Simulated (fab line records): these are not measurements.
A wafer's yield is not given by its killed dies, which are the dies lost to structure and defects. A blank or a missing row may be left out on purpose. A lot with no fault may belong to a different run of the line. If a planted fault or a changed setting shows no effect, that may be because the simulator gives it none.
Which tool is to blame?    flow sky130    11 lots with 33 wafers sampled at 3 steps, on a route of 708 steps

WHAT THE GAUGES READ, wafer by wafer
SKY_VIA2_RS_MEAS_22: measurement is done with a four-point probe.
lot   measured      on             VIA2_W_RS (ohm/sq)
L157  day 35 22:02  film_metro-03  0.275 0.276 0.275
L158  day 36 16:45  film_metro-04  0.271 0.273 0.268
L162  day 38 05:14  film_metro-04  0.274 0.273 0.268
L161  day 38 05:57  film_metro-04  0.271 0.711 0.272
L163  day 38 11:14  film_metro-04  0.717 0.272 0.269
L171  day 40 14:29  film_metro-04  0.273 0.270 0.274
L175  day 42 14:19  film_metro-01  0.270 0.274 0.266
L177  day 42 20:50  film_metro-04  0.280 0.278 0.273
L178  day 42 22:40  film_metro-04  0.274 0.274 0.275
L176  day 43 00:49  film_metro-03  0.275 0.273 0.279
L179  day 43 04:53  film_metro-03  0.275 0.273 0.274

WHAT TOOL EACH LOT RAN ON (gives the tool, then ch and the chambers of the sampled wafers, and finally the start)
lot   SKY_METAL2_SPUTTER_03         SKY_VIA2_CVD_21
L157  pvd_sputter-03, day 33 15:19  cvd_w-01 ch 0,1, day 35 21:53
L158  pvd_sputter-03, day 34 10:09  cvd_w-02 ch 0, day 36 16:37
L162  pvd_sputter-04, day 35 22:55  cvd_w-02 ch 0,1, day 38 05:05
L161  pvd_sputter-02, day 35 23:34  cvd_w-01 ch 0,1, day 38 05:49
L163  pvd_sputter-04, day 36 05:41  cvd_w-01 ch 0,1, day 38 11:05
L171  pvd_sputter-02, day 38 10:07  cvd_w-02 ch 0,1, day 40 14:20
L175  pvd_sputter-02, day 40 11:56  cvd_w-01 ch 0,1, day 42 14:11
L177  pvd_sputter-04, day 40 19:44  cvd_w-01 ch 0,1, day 42 20:41
L178  pvd_sputter-02, day 40 20:44  cvd_w-01 ch 0,1, day 42 22:32
L176  pvd_sputter-04, day 40 23:26  cvd_w-02 ch 0,1, day 43 00:41
L179  pvd_sputter-04, day 41 03:02  cvd_w-02 ch 1, day 43 04:39
- SKY_METAL2_SPUTTER_03: material Ti, target thk 5 nm, time 3.3 s.
- SKY_VIA2_CVD_21: deposits W, target thk 420 nm, time 126.4 s.

THE ANSWER, worked out from the rows above alone
Rule: what is usual is taken from the lots themselves. Put in order of their means at a reading, lots are off if they are a third of the lots or fewer, leave a main group of 4 or more, and stand apart from it by a gap of 3 or more times the standard deviation of the main group's means; of several such gaps the widest counts. Not used: any main group whose means are identical at the precision the tables above print for the reading. A lot without any number at a reading at which 4 lots or more have one is off too. Any other lot the step has rows for is counted as sound.
Off: at SKY_VIA2_RS_MEAS_22 (VIA2_W_RS), L161, L163. Main group: mean 0.273 ohm/sq, sd 0.0023.
A tool fits if, at a process step before that reading, it ran every lot that is off, and no sound lot after the first of them. Gauges at SKY_VIA2_RS_MEAS_22: tried the same way as those tools. No candidate that was tried fits.

WHAT THE SIMULATOR PUT IN
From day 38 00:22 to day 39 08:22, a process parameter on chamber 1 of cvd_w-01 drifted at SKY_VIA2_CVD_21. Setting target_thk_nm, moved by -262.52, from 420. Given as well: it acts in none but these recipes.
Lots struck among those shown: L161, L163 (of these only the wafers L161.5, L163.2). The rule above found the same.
